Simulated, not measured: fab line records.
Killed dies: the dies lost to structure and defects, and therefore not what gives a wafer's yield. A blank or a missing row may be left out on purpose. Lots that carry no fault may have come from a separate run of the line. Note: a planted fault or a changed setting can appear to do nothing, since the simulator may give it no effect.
fab line records	flow sky130
[record] lots = 6	wafers = 18	last-day = 49
route steps=708 shown VIA2@523 METAL3@532 PAD_OPEN@708
lots that met no fault: from a run of the same line without faults
start-h: hours from the record's opening day to when the first of the lot's shown wafers began	wait-h: hours from the lot's prior step to this one	" the same as in the row above	L1.1+2: a row that stands for several wafers	- either no value or no given start	* or withheld: withheld	< > ~ a bound
route shown NAME@n: NAME is a module with steps in the file, n the number in the route of the first one	usual: mean and standard deviation over wafers with no fault	same: alike in all rows	chamber/n: place in a boat	sites: per-site readings	_std_site: their standard deviation	_edge_site: the outer-site mean with the inner-site mean subtracted	radius-mm: for every site, how far away it sits from the centre of the wafer	mask NAME#n: copy n	behind: tool/chamber where the wafer was last shaped	hold: reason for holding the lot/hours on hold/outcome of the hold	device: names the non-switching transistor (n, p or np)	end of line: the route-end tests of the same wafers	step lacking rows: just its recipe	killed: the dies lost at the first sort to structure and to defects; this is not the yield of the wafer	map: dies across one wafer; x = killed, . = not, _ = none there
set.NAME: the setting that was run; set.NAME@STEP: the one run at that earlier step	model.NAME: the simulator's own value behind a step, which no gauge read
a table for each step, a row for each wafer; lots at some steps of the route
services: when a tool's chamber went out of use (start-h, in hours from the record's first day, below 0 if earlier), for how many hours, and the reason
[[steps]]
[step SKY_VIA2_STRIP_16]
[recipe] chemistry = O2/N2	power-w = 1400	pressure-mtorr = 1500	platen-temp-c = withheld	o2-flow-sccm = 3000	n2-flow-sccm = 300	overash-fraction = 0.5
[step SKY_VIA2_STRIP_17]
[recipe] chemistry = post-etch-residue-remover	time-s = 1200	temp-c = 72.5
[step SKY_VIA2_CLEAN_18]
[recipe] chemistry = IPA	time-s = 180	temp-c = 25
[step SKY_VIA2_CLEAN_19]
[recipe] chemistry = O3/DIW	dry = n2-spin
[step SKY_VIA2_SPUTTER_20]
[recipe] material = TiN	target-thk-nm = 20	chamber-pressure-pa = 5	power-w = 4000	time-s = 80
[usual] throttle-valve-pct = 29.9/0.61
lot.wafer	tool	chamber	start-h	wait-h	throttle-valve-pct
L546.1	pvd-sputter-01	-	866.31	0.0	27.8
L546.3	"	-	"	"	31.2
L546.5	"	-	"	"	31.3
L558.1	pvd-sputter-03	-	950.92	0.0	30.5
L558.3	"	-	"	"	30.0
L558.6	"	-	"	"	30.4
L559.1	pvd-sputter-04	-	959.58	0.0	29.9
L559.2	"	-	"	"	30.2
L559.6	"	-	"	"	29.9
L560.1	pvd-sputter-03	-	969.44	0.0	30.0
L560.2	"	-	"	"	30.6
L560.4	"	-	"	"	30.1
L562.1	pvd-sputter-04	-	979.68	0.0	30.1
L562.3	"	-	"	"	30.2
L562.5	"	-	"	"	29.4
L563.2	pvd-sputter-04	-	987.42	0.0	30.0
L563.3	"	-	"	"	29.5
L563.6	"	-	"	"	30.2
[step SKY_VIA2_CVD_21]
[recipe] material = W	target-thk-nm = 420	time-s = 126.4	temp-c = 400	pressure-torr = 40
[usual] heater-power-w = 778/56
lot.wafer	tool	chamber	start-h	wait-h	heater-power-w
L546.1	cvd-w-02	0	866.37	0.0	815
L546.3	"	1	"	"	823
L546.5	"	1	"	"	801
L558.1	cvd-w-01	1	950.98	0.0	768
L558.3	"	0	"	"	681
L558.6	"	1	"	"	754
L559.1	cvd-w-01	0	959.64	0.0	677
L559.2	"	1	"	"	743
L559.6	"	1	"	"	725
L560.1	cvd-w-02	0	969.50	0.0	818
L560.2	"	1	"	"	810
L560.4	"	1	"	"	812
L562.1	cvd-w-02	0	979.75	0.0	823
L562.3	"	1	"	"	810
L562.5	"	0	"	"	850
L563.2	cvd-w-01	0	987.48	0.0	667
L563.3	"	1	"	"	773
L563.6	"	1	"	"	738
[step SKY_VIA2_RS_MEAS_22]
[recipe] thk-meas-gauge = four-point-probe	reads = W_of_VIA2_CVD_21+TiN_of_VIA2_SPUTTER_20
[usual] VIA2_W_RS = 0.2719/0.0025
lot.wafer	tool	chamber	start-h	wait-h	VIA2_W_RS[ohm/sq]
L546.1	film-metro-03	-	866.50	0.1	0.2733
L546.3	"	-	"	"	0.2727
L546.5	"	-	"	"	0.2705
L558.1	film-metro-04	-	951.11	0.1	0.2701
L558.3	"	-	"	"	0.2665
L558.6	"	-	"	"	0.2702
L559.1	film-metro-02	-	959.77	0.1	0.2697
L559.2	"	-	"	"	0.2686
L559.6	"	-	"	"	0.2698
L560.1	film-metro-02	-	969.63	0.1	0.2711
L560.2	"	-	"	"	0.2690
L560.4	"	-	"	"	0.2671
L562.1	film-metro-02	-	979.88	0.1	0.2700
L562.3	"	-	"	"	0.2726
L562.5	"	-	"	"	0.2721
L563.2	film-metro-03	-	987.63	0.1	0.2737
L563.3	"	-	"	"	0.2734
L563.6	"	-	"	"	0.2697
[step SKY_VIA2_THK_MEAS_23]
[recipe] thk-meas-gauge = xrf	reads = W_of_VIA2_CVD_21
[usual] VIA2_W_THK = 403/4.5
lot.wafer	tool	chamber	start-h	wait-h	VIA2_W_THK[nm]
L546.1	film-metro-03	-	866.62	0.1	404
L546.3	"	-	"	"	404
L546.5	"	-	"	"	407
L558.1	film-metro-04	-	951.23	0.1	407
L558.3	"	-	"	"	415
L558.6	"	-	"	"	406
L559.1	film-metro-02	-	959.89	0.1	399
L559.2	"	-	"	"	399
L559.6	"	-	"	"	400
L560.1	film-metro-02	-	969.75	0.1	404
L560.2	"	-	"	"	406
L560.4	"	-	"	"	409
L562.1	film-metro-02	-	980.00	0.1	404
L562.3	"	-	"	"	401
L562.5	"	-	"	"	401
L563.2	film-metro-03	-	987.74	0.1	396
L563.3	"	-	"	"	398
L563.6	"	-	"	"	402
[step SKY_VIA2_CMP_24]
[recipe] stop-on = SiO2	t-overpolish-s = 20	down-force-psi = 3.5	platen-rpm = 60	target-thk-nm = 0	pad-velocity-m-s = 0.94248
[usual] motor-current-A = 10.8/1.3	overpolish-run-s = 20.000/0.0092	time-to-endpoint-s = 102.9/2.9
lot.wafer	tool	chamber	start-h	wait-h	motor-current-A	overpolish-run-s	time-to-endpoint-s
L546.3	cmp-02	3	866.68	0.0	11.6	19.989	98.8
L546.1	"	1	"	"	8.4	20.003	105.6
L546.5	"	3	"	"	11.6	19.998	99.8
L558.3	cmp-01	0	951.29	0.0	11.6	20.005	105.9
L558.1	"	2	"	"	13.0	20.001	103.0
L558.6	"	1	"	"	11.4	19.974	107.0
L559.2	cmp-01	1	959.95	0.0	11.2	19.999	105.5
L559.1	"	3	"	"	9.2	20.004	98.4
L559.6	"	2	"	"	13.6	20.008	100.5
L560.2	cmp-01	1	969.85	0.1	11.0	20.011	107.5
L560.1	"	2	"	"	12.8	20.008	102.7
L560.4	"	0	"	"	11.6	19.992	108.2
L562.1	cmp-01	2	980.64	0.6	12.9	19.984	110.2
L562.3	"	3	"	"	9.6	19.998	101.1
L562.5	"	3	"	"	9.2	20.007	101.5
L563.3	cmp-02	1	987.79	0.0	8.8	20.002	104.6
L563.2	"	2	"	"	11.4	20.002	101.5
L563.6	"	1	"	"	8.3	20.010	101.5
[step SKY_METAL3_SPUTTER_00]
[recipe] material = Ti	target-thk-nm = 15	power-w = 3000	time-s = 10	chamber-pressure-pa = 0.4
[usual] throttle-valve-pct = 30.2/0.68
lot.wafer	tool	chamber	start-h	wait-h	throttle-valve-pct
L546.1	pvd-sputter-04	-	866.98	0.1	30.1
L546.3	"	-	"	"	30.1
L546.5	"	-	"	"	30.7
L558.1	pvd-sputter-02	-	951.59	0.1	30.5
L558.3	"	-	"	"	30.0
L558.6	"	-	"	"	30.2
L559.1	pvd-sputter-02	-	960.25	0.1	31.2
L559.2	"	-	"	"	30.4
L559.6	"	-	"	"	30.4
L560.1	pvd-sputter-04	-	970.15	0.2	29.9
L560.2	"	-	"	"	30.9
L560.4	"	-	"	"	30.0
L562.1	pvd-sputter-02	-	980.94	0.2	30.6
L562.3	"	-	"	"	30.7
L562.5	"	-	"	"	30.0
L563.2	pvd-sputter-01	-	988.09	0.2	29.9
L563.3	"	-	"	"	28.0
L563.6	"	-	"	"	27.9
[step SKY_METAL3_SPUTTER_01]
[recipe] material = TiN	target-thk-nm = 20	power-w = 6500	time-s = 16.7	chamber-pressure-pa = 0.4
[usual] throttle-valve-pct = 30.2/0.69
lot.wafer	tool	chamber	start-h	wait-h	throttle-valve-pct
L546.1	pvd-sputter-04	-	867.00	0.0	29.9
L546.3	"	-	"	"	30.2
L546.5	"	-	"	"	30.7
L558.1	pvd-sputter-02	-	951.62	0.0	30.6
L558.3	"	-	"	"	29.9
L558.6	"	-	"	"	30.7
L559.1	pvd-sputter-02	-	960.27	0.0	31.2
L559.2	"	-	"	"	30.5
L559.6	"	-	"	"	30.3
L560.1	pvd-sputter-04	-	970.17	0.0	30.1
L560.2	"	-	"	"	30.8
L560.4	"	-	"	"	29.6
L562.1	pvd-sputter-02	-	980.96	0.0	30.4
L562.3	"	-	"	"	30.7
L562.5	"	-	"	"	30.2
L563.2	pvd-sputter-01	-	988.11	0.0	29.9
L563.3	"	-	"	"	27.7
L563.6	"	-	"	"	27.9
[step SKY_METAL3_SPUTTER_02]
[recipe] material = AlCu	target-thk-nm = 735	power-w = 10600	time-s = 39.1	chamber-pressure-pa = 0.4
[step SKY_METAL3_SPUTTER_03]
[recipe] material = Ti	target-thk-nm = 5	power-w = 3000	time-s = 3.3	chamber-pressure-pa = 0.4
[usual] throttle-valve-pct = 30.2/0.7
lot.wafer	tool	chamber	start-h	wait-h	throttle-valve-pct	model.Ti_of_METAL3_SPUTTER_03.thk-nm
L546.1	pvd-sputter-04	-	867.06	0.0	30.0	4.988
L546.3	"	-	"	"	30.2	5.187
L546.5	"	-	"	"	30.4	5.037
L558.1	pvd-sputter-02	-	951.68	0.0	30.8	4.859
L558.3	"	-	"	"	30.2	4.919
L558.6	"	-	"	"	30.7	4.942
L559.1	pvd-sputter-02	-	960.34	0.0	31.2	6.263
L559.2	"	-	"	"	30.6	6.176
L559.6	"	-	"	"	30.4	6.145
L560.1	pvd-sputter-04	-	970.23	0.0	30.3	4.995
L560.2	"	-	"	"	30.5	4.933
L560.4	"	-	"	"	29.9	4.744
L562.1	pvd-sputter-02	-	981.03	0.0	30.4	6.152
L562.3	"	-	"	"	30.7	6.199
L562.5	"	-	"	"	30.0	6.145
L563.2	pvd-sputter-01	-	988.17	0.0	29.9	5.091
L563.3	"	-	"	"	27.8	5.19
L563.6	"	-	"	"	27.7	5.222
[step SKY_METAL3_SPUTTER_04]
[recipe] material = TiN	target-thk-nm = 70	power-w = 6500	time-s = 58.3	chamber-pressure-pa = 0.4
[step SKY_PAD_OPEN_PROBE_99]
[usual] defect-limited-yield = 82.8/2	killed_at_M0_to_M3 = 43/7.2	killed_at_M4_up = 3.0/2	killed-at-contacts = 24/5.5	killed-at-front-end = 15/4.2	killed-at-other = 0.3/0.51	killed-dies = 85/10	killed-open = 46/7.3	killed-short = 38/6.4	sort_bin_3_pad_short = 0.9/0.42	sort_bin_5_function = 10.3/1.5	sort_bin_6_memory = 6.0/1.2	sort-n-pass = 407/10	sort-yield-pct = 82.8/2
[same] gross-dies = 492	killed-at-back-side = 0	sort_bin_4_leakage[%] = 0	sort_bin_8_speed[%] = 0
lot.wafer	tool	chamber	start-h	wait-h	defect-limited-yield[%]	killed_at_M0_to_M3	killed_at_M4_up	killed-at-contacts	killed-at-front-end	killed-at-other	killed-dies	killed-open	killed-short	sort_bin_3_pad_short[%]	sort_bin_5_function[%]	sort_bin_6_memory[%]	sort-n-pass	sort-yield-pct[%]
L546.1	prober-01	-	1090.68	0.1	82.7	48	2	27	8	0	85	47	38	1.4	11.6	4.3	407	82.7
L546.3	prober-01	-	1090.78	0.2	83.1	44	1	26	12	0	83	59	24	0	11.2	5.7	409	83.1
L546.5	prober-01	-	1090.88	0.2	85.8	41	2	22	4	1	70	44	26	0.2	10.0	4.1	422	85.8
L559.1	prober-01	-	1162.95	0.1	85.4	37	4	15	16	0	72	47	25	0.4	8.7	5.5	420	85.4
L559.2	prober-01	-	1163.00	0.1	80.7	50	2	24	19	0	95	50	45	1.2	12.2	5.9	397	80.7
L559.6	prober-01	-	1163.20	0.2	84.1	45	1	22	9	1	78	38	40	0.8	10.0	5.1	414	84.1
L560.1	prober-02	-	1171.83	0.1	85.0	27	4	29	13	1	74	36	38	0.4	9.3	5.3	418	85.0
L560.2	prober-02	-	1171.88	0.1	81.7	40	2	28	20	0	90	48	42	0.6	9.3	8.3	402	81.7
L560.4	prober-02	-	1171.98	0.2	82.5	39	2	21	23	1	86	53	33	1.0	9.3	7.1	406	82.5
// killed by level:class
L546.1 VIA1:geometric-particle:open=11 CONTACT:geometric-particle:open=10 LI_CONTACT:geometric-particle:open=7 VIA2:geometric-particle:open=6 METAL2:geometric-particle:short=6 VIA1:geometric-particle:short=5 VIA3:geometric-particle:short=5 VIA3:geometric-particle:open=5
L546.3 CONTACT:geometric-particle:open=13 VIA1:geometric-particle:open=10 VIA3:geometric-particle:open=9 LI_CONTACT:geometric-particle:open=8 VIA2:geometric-particle:open=5 VIA2:geometric-particle:short=5 FIELD_ISO:geometric-particle:open=4 POLY_GATE:geometric-particle:open=3
L546.5 CONTACT:geometric-particle:open=11 VIA1:geometric-particle:open=10 VIA1:geometric-particle:short=9 LI_CONTACT:geometric-particle:open=7 VIA2:geometric-particle:open=6 VIA3:geometric-particle:open=6 METAL2:geometric-particle:short=5 FIELD_ISO:geometric-particle:short=2
L559.1 VIA1:geometric-particle:open=8 VIA2:geometric-particle:open=8 CONTACT:geometric-particle:open=7 LI_CONTACT:geometric-particle:open=6 METAL1:geometric-particle:short=6 VIA3:geometric-particle:open=6 POLY_GATE:geometric-particle:open=5 FIELD_ISO:geometric-particle:open=4
L559.2 VIA1:geometric-particle:open=14 VIA3:geometric-particle:open=8 METAL2:geometric-particle:short=7 CONTACT:geometric-particle:open=6 LOCAL_INTERCONNECT:geometric-particle:short=6 POLY_GATE:geometric-particle:open=5 CONTACT:geometric-particle:short=5 VIA3:geometric-particle:short=5
L559.6 VIA3:geometric-particle:open=9 VIA1:geometric-particle:open=7 LOCAL_INTERCONNECT:geometric-particle:short=7 LI_CONTACT:geometric-particle:open=5 METAL1:geometric-particle:short=5 CONTACT:geometric-particle:open=5 METAL2:geometric-particle:short=5 VIA2:geometric-particle:short=5
L560.1 CONTACT:geometric-particle:open=11 METAL1:geometric-particle:short=7 FIELD_ISO:geometric-particle:short=6 VIA1:geometric-particle:open=6 LI_CONTACT:geometric-particle:open=6 LOCAL_INTERCONNECT:geometric-particle:short=6 CONTACT:geometric-particle:short=5 POLY_GATE:geometric-particle:open=3
L560.2 VIA1:geometric-particle:open=10 VIA2:geometric-particle:open=9 CONTACT:geometric-particle:open=9 FIELD_ISO:geometric-particle:open=7 FIELD_ISO:geometric-particle:short=7 LI_CONTACT:geometric-particle:open=7 CONTACT:geometric-particle:short=6 VIA1:geometric-particle:short=6
L560.4 VIA1:geometric-particle:open=12 FIELD_ISO:geometric-particle:open=9 FIELD_ISO:geometric-particle:short=7 LI_CONTACT:geometric-particle:open=7 METAL2:geometric-particle:short=7 CONTACT:geometric-particle:open=6 VIA2:geometric-particle:open=6 VIA1:geometric-particle:short=4
[[services]]
tool	chamber	start-h	hours	kind
pvd-sputter-04	-	859.06	4.7	repair
pvd-sputter-01	-	867.88	12.1	repair
cmp-02	-	868.57	4.8	pm
cmp-01	-	877.65	3.1	repair
cvd-w-01	-	878.30	0.9	repair
cvd-w-02	-	878.79	2.7	repair
cvd-w-01	-	904.00	14.0	pm
cvd-w-01	0	904.00	14.0	vent-cycle
cvd-w-01	1	904.00	14.0	vent-cycle
cmp-02	-	912.78	4.0	pm
cmp-02	-	916.78	-	consumable-replace:conditioner
cmp-02	-	916.78	-	consumable-replace:pad
cvd-w-01	0	918.00	-	clean
cvd-w-01	1	918.00	-	clean
pvd-sputter-01	-	936.49	51.4	repair
pvd-sputter-01	-	953.44	6.6	repair
cmp-01	-	954.59	2.3	repair
cmp-02	-	975.43	6.7	pm
pvd-sputter-04	2	984.66	-	consumable-replace:kit
pvd-sputter-04	2	984.66	18.0	scheduled-down
pvd-sputter-04	2	984.66	18.0	vent-cycle
[[key]]
first-sign none at tools or gauges
[model-effect] step = SKY_METAL3_SPUTTER_03	value = Ti_of_METAL3_SPUTTER_03.thk-nm	without = 4.934	struck = 6.18
met-at SKY_METAL3_SPUTTER_03
struck-wafers L559.1,L559.2,L559.6,L562.1,L562.3,L562.5
onset-between 951.68 960.34
also-fits SKY_METAL3_SPUTTER_00:pvd-sputter-02,SKY_METAL3_SPUTTER_01:pvd-sputter-02
[fault] kind = process-parameter-drift	tool = pvd-sputter-02	chamber = -	onset-h = 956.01	steps = SKY_METAL3_SPUTTER_03	channel = time-s	offset = *	shape = step	end-h = 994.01	acts-in = *	stated = *
